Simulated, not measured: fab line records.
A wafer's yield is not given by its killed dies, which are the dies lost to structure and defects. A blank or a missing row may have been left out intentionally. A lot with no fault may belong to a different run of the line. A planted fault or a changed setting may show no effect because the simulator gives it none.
A single fault, viewed from 2 desks | flow sky130 | each desk has only its own numbers; what lay behind them comes last

## TOOL OWNER'S DESK, rie-diel-02
The tool's own readings at SKY_LI_CONTACT_ETCH_15 (etches PSG in C4F8/O2/Ar, stops on Si, target depth 600 nm): means of the sampled wafers that have a number, for each lot that ran on this tool. If a lot's mean is further than 4 standard deviations from the usual mean, the lot is out of limits and carries the mark OUT (the distance appears in the brackets).
Columns: A = bias-w at SKY_LI_CONTACT_ETCH_15, usual 1200 W; B = oes-product-au at SKY_LI_CONTACT_ETCH_15, usual 0.837 a.u.
lot  | first seen here | A    | B
L553 | day 29 14:25    | 1198 | 0.841
L555 | day 30 05:07    | 1199 | 0.836
L557 | day 30 15:22    | 1204 | 0.838
L566 | day 34 01:49    | 1202 | 0.801 (-8.1) OUT
L575 | day 36 18:04    | 1193 | 0.840
This desk finds L566 out of limits, L566 being first, at day 34 01:49 (oes-product-au at SKY_LI_CONTACT_ETCH_15). Within limits: L553, L555, L557, L575.

## AT THE METROLOGY DESK
What the gauges read for every lot (on any tool): the sampled wafers with a number, averaged. If a lot's mean is further than 4 standard deviations from the usual mean, the lot is out of limits and carries the mark OUT (the distance appears in the brackets).
Columns: A = POLY_CUT_OVL at SKY_POLY_CUT_OVL_MEAS_09, usual -3 nm; B = LOCAL_INTERCONNECT_TIN_THK at SKY_LOCAL_INTERCONNECT_THK_MEAS_02, usual 101.2 nm
lot  | first seen here | A  | B
L553 | day 24 14:23    | -0 | 102.5
L555 | day 25 06:26    | 4  | 100.3
L556 | day 25 10:11    | -8 | 100.1
L557 | day 25 16:59    | -1 | 98.2
L558 | day 26 07:17    | -3 | 102.1
L561 | day 27 07:41    | -2 | 100.9
L566 | day 29 08:02    | -4 | 99.5
L569 | day 30 04:05    | -3 | 103.5
L570 | day 30 11:38    | -4 | 100.9
L572 | day 30 22:44    | -1 | 101.2
L575 | day 32 04:47    | -1 | 102.4
L576 | day 32 09:29    | 0  | 102.9
This desk's finding: nothing out of limits on any of the 12 lots.

## PUT TOGETHER
The tool owner's desk could have raised an alarm at day 34 01:49, on L566.
From the metrology desk's view, nothing was out of limits.
The metrology desk holds a record of L566, inside its limits.
All the named lots went through SKY_LI_CONTACT_ETCH_15 on rie-diel-02.

## WHAT HAD BEEN PUT IN BY THE SIMULATOR
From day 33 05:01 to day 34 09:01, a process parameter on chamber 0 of rie-diel-02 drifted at SKY_LI_CONTACT_ETCH_15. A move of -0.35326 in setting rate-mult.
Struck lots among those shown: L566.
How many hours passed from the start of the fault until each desk's first out-of-limits reading: the tool owner's desk, 21.
